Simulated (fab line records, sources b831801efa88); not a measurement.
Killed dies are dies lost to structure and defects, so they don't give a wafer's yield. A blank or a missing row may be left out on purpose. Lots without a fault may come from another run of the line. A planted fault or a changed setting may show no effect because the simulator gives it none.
Chamber matching | flow sky130 | SKY_POLY_GATE_ETCH_16 on rie_diel-03: 4 sister chambers
The step etches Si3N4 in CH3F/O2, stops on poly-Si, time 147.5 s, target depth 75 nm. 4 wafers are shown with their chamber, then 7 later ones without.

WAFERS WITH THEIR CHAMBER
wafer  | chamber | throttle_valve_pct (%)
L400.2 | 2       | 10.524
L400.3 | 0       | 10.523
L402.1 | 3       | 10.530
L402.3 | 1       | 10.546

WAFERS WITHOUT THEIR CHAMBER
wafer  | throttle_valve_pct (%)
L402.6 | 10.543
L405.3 | 10.546
L405.4 | 10.531
L405.6 | 10.529
L406.2 | 10.548
L406.3 | 10.537
L406.5 | 10.535

WHICH CHAMBER EACH WENT THROUGH
wafer  | from the rows above               | in truth
L402.6 | 1                                 | 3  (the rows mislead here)
L405.3 | 1                                 | 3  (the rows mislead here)
L405.4 | can't be placed: 3 or 2 or 0      | 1
L405.6 | can't be placed: 3 or 2 or 0      | 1
L406.2 | 1                                 | 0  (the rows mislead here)
L406.3 | can't be placed: 3 or 1 or 2 or 0 | 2
L406.5 | can't be placed: 3 or 1 or 2 or 0 | 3
Placed correctly: 0 of 7. Can't be placed from these rows: 4 (the true chamber is among the candidates in 2). Placed wrongly: 3.
How it was worked out, from the rows above alone: a wafer's distance from a chamber is the root of the sum, over the readings, of the square of ((its reading less the chamber's mean) divided by the reading's scatter). The wafer belongs to the nearest chamber; if the next one is less than 2 further off, it can't be placed. A chamber's mean is the mean of its shown wafers. The scatter: with one shown wafer a chamber, the root of the mean of the squares of how far each hidden wafer lies from its nearest shown one.
